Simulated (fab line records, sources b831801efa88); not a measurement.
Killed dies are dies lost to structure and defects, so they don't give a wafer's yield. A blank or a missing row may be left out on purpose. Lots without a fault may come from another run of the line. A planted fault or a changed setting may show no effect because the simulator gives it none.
A struck lot beside a sound one | flow sky130 | 42 steps out of a route of 708
Sound: wafers L394.1, L394.3, L394.5. Struck: wafers L405.2, L405.5, L405.6. The cause comes at the end.
At each step with rows: each side's tool, then ch and its chambers, then its first start. Under that, the readings that differ: sound wafers | struck wafers | difference of the means | sigmas: that difference in standard deviations of wafers without a fault.
alike: readings whose means differ by less than 2 such deviations, and words and numbers that are the same on both sides. not compared: withheld readings, readings that some wafer has no value for, bounds like >300 that may hide the same value, and numbers for which the record gives no deviation and whose values overlap.
The two part at a step that has a row with sigmas, a row that says differs or no value, or rows on one side only. Numbers that don't overlap but have no deviation are shown without sigmas and don't part them. A reading that every wafer of one side lacks parts them only if that side has two wafers or more.

SKY_NWELL_RS_MEAS_31: measures by four-point-probe.
  sound on film_metro-01, day 6 23:13; struck on film_metro-03, day 9 20:03
  alike: PWDE_RS
then, 7 steps without rows for these wafers: SKY_VT_ADJUST_HVTP_DEHYDRATE_00 (time 60 s); SKY_VT_ADJUST_HVTP_HMDS_01 (prime time 60 s); SKY_VT_ADJUST_HVTP_COAT_02 (resist thk 1140 nm); SKY_VT_ADJUST_HVTP_SOFTBAKE_03 (time 60 s); SKY_VT_ADJUST_HVTP_EXPOSE_04 (exposes mask HVTPM, target cd 380 nm); SKY_VT_ADJUST_HVTP_PEB_05; SKY_VT_ADJUST_HVTP_DEVELOP_06 (develop time 60 s).
SKY_VT_ADJUST_HVTP_CD_MEAS_07: target cd 380 nm.
  sound on cd_sem-01, day 7 18:54; struck on cd_sem-01, day 10 18:50
  alike: cd_nm
SKY_VT_ADJUST_HVTP_OVL_MEAS_08:
  sound on overlay-01, day 7 19:01; struck on overlay-01, day 10 18:57
  alike: VT_ADJUST_HVTP_OVL
then, 1 step without rows for these wafers: SKY_VT_ADJUST_HVTP_IMPLANT_09.
SKY_VT_ADJUST_HVTP_STRIP_10: strips in O2/N2.
  sound on plasma_asher-04 ch 0,1, day 7 19:13; struck on plasma_asher-03 ch 0,1, day 10 19:08
  alike: drypump_motor_current_A, oes_product_au, strip_time_to_endpoint_s
  not compared: rf_hours_counter_h
SKY_VT_ADJUST_HVTP_TW_MEAS_11:
  sound on film_metro-02, day 7 19:19; struck on film_metro-03, day 10 19:14
  alike: VT_ADJUST_HVTP_TW
then, 7 steps without rows for these wafers: SKY_VT_ADJUST_LVTN_DEHYDRATE_00 (time 60 s); SKY_VT_ADJUST_LVTN_HMDS_01 (prime time 60 s); SKY_VT_ADJUST_LVTN_COAT_02 (resist thk 3000 nm); SKY_VT_ADJUST_LVTN_SOFTBAKE_03; SKY_VT_ADJUST_LVTN_EXPOSE_04 (exposes mask NWM COMPLEMENT LESS NATIVE, target cd 840 nm); SKY_VT_ADJUST_LVTN_PEB_05; SKY_VT_ADJUST_LVTN_DEVELOP_06 (develop time 60 s).
SKY_VT_ADJUST_LVTN_OVL_MEAS_07:
  sound on overlay-02, day 8 15:25; struck on overlay-02, day 11 18:08
  alike: VT_ADJUST_LVTN_OVL
then, 1 step without rows for these wafers: SKY_VT_ADJUST_LVTN_IMPLANT_08.
SKY_VT_ADJUST_LVTN_STRIP_09: strips in O2/N2.
  sound on plasma_asher-03 ch 0,1, day 8 15:37; struck on plasma_asher-01 ch 0,1, day 11 18:19
  alike: drypump_motor_current_A, oes_product_au, strip_time_to_endpoint_s
  not compared: rf_hours_counter_h
SKY_VT_ADJUST_LVTN_TW_MEAS_10:
  sound on film_metro-03, day 8 15:43; struck on film_metro-04, day 11 18:25
  alike: VT_ADJUST_LVTN_TW
then, 7 steps without rows for these wafers: SKY_VT_ADJUST_LVTN_DEHYDRATE_11 (time 60 s); SKY_VT_ADJUST_LVTN_HMDS_12 (prime time 60 s); SKY_VT_ADJUST_LVTN_COAT_13 (resist thk 1140 nm); SKY_VT_ADJUST_LVTN_SOFTBAKE_14 (time 60 s); SKY_VT_ADJUST_LVTN_EXPOSE_15 (exposes mask HVN STD DERIVED, target cd 600 nm); SKY_VT_ADJUST_LVTN_PEB_16; SKY_VT_ADJUST_LVTN_DEVELOP_17 (develop time 60 s).
SKY_VT_ADJUST_LVTN_OVL_MEAS_18:
  sound on overlay-01, day 9 12:31; struck on overlay-02, day 12 19:06
  reading                    | sound        | struck         | difference | sigmas
  VT_ADJUST_LVTN_01_OVL (nm) | 0.8 -0.8 2.0 | -4.0 -1.3 -1.9 | -3.1       | -2
then, 1 step without rows for these wafers: SKY_VT_ADJUST_LVTN_IMPLANT_19.
SKY_VT_ADJUST_LVTN_STRIP_20: strips in O2/N2.
  sound on plasma_asher-02 ch 0,1, day 9 12:43; struck on plasma_asher-01 ch 0,1, day 12 19:17
  alike: drypump_motor_current_A, oes_product_au, strip_time_to_endpoint_s
  not compared: rf_hours_counter_h
SKY_VT_ADJUST_LVTN_TW_MEAS_21:
  sound on film_metro-03, day 9 12:49; struck on film_metro-03, day 12 19:23
  alike: VT_ADJUST_LVTN_2_TW
then, 6 steps without rows for these wafers: SKY_VT_ADJUST_NCORE_DEHYDRATE_00 (time 60 s); SKY_VT_ADJUST_NCORE_HMDS_01 (prime time 60 s); SKY_VT_ADJUST_NCORE_COAT_02 (resist thk 1140 nm); SKY_VT_ADJUST_NCORE_SOFTBAKE_03 (time 60 s); SKY_VT_ADJUST_NCORE_EXPOSE_04 (exposes mask LVTN COMPLEMENT THIN, target cd 380 nm); SKY_VT_ADJUST_NCORE_PEB_05.
-- the record jumps here: 37 days lie between the struck wafers' starts before and after (it left off in module VT_ADJUST_NCORE and takes up again in module PAD_OPEN, whose first step shown is number 708 of the route) --
SKY_PAD_OPEN_PROBE_99:
  sound on prober-01, day 47 11:32; struck on prober-02, day 49 20:52
  reading             | sound     | struck      | difference | sigmas
  killed_at_front_end | 12 20 19  | 85 59 74    | +56        | +13
  killed_at_other     | 1 3 1     | 0 0 0       | -2         | -3
  killed_dies         | 90 102 78 | 148 127 134 | +46        | +5
  alike: killed_at_M0_to_M3, killed_at_M4_up, killed_at_contacts, killed_on_rim, killed_open, killed_short

WHERE THEY PART
First at SKY_VT_ADJUST_LVTN_OVL_MEAS_18; last, within this record, at SKY_PAD_OPEN_PROBE_99.

WHY: what the simulator had put in
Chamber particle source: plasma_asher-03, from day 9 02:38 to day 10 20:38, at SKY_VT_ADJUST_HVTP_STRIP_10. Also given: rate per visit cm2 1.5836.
